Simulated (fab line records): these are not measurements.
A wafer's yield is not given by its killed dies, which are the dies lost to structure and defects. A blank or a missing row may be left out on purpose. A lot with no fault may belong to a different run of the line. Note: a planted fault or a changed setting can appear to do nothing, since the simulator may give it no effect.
Chamber matching	flow sky130	SKY_CONTACT_CMP_27 on cmp-02: 4 sister chambers
The step polishes, stops on SiO2, t overpolish 15 s, target thk 0 nm. 8 wafers are shown with their chamber, then 8 later ones without.

== WAFERS PAIRED WITH THEIR CHAMBERS ==
wafer	chamber	motor current A (A)	slurry flow ml min
L201.5	1	12.9	150.0
L203.5	2	10.5	149.5
L203.6	1	12.7	149.3
L206.1	2	10.2	150.4
L206.4	3	9.8	150.5
L216.2	3	10.1	150.9
L216.6	0	11.2	149.7
L218.2	0	11.5	150.3

== WAFERS WITHOUT THEIR CHAMBER ==
wafer	motor current A (A)	slurry flow ml min
L218.4	10.4	150.8
L218.6	9.9	149.4
L219.1	10.1	149.4
L219.3	13.4	150.6
L219.6	10.3	149.5
L220.1	10.1	149.3
L220.2	10.1	149.9
L220.4	11.0	149.5

== EACH ONE'S CHAMBER ==
wafer	from the rows above	in truth
L218.4	can't be placed: 2 or 3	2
L218.6	can't be placed: 2 or 3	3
L219.1	can't be placed: 2 or 3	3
L219.3	1	1
L219.6	2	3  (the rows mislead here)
L220.1	can't be placed: 2 or 3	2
L220.2	can't be placed: 2 or 3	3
L220.4	can't be placed: 0 or 2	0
Placed correctly: 1 of 8. From these rows, 6 cannot be placed; in 6 the true chamber is one of the candidates. 1 placed wrongly.
How it was worked out, from the rows above alone: a wafer's distance from a chamber is the root of the sum, over the readings, of the square of ((its reading less the chamber's mean) divided by the reading's scatter). If the next closest chamber is less than 2 further off than the closest, the wafer can't be placed; otherwise it belongs to the closest. Each chamber's mean is taken over the wafers shown for it. The scatter is the square root of a quotient: the sum, over the shown wafers, of each reading's squared deviation from its chamber's mean, divided by wafers minus chambers.
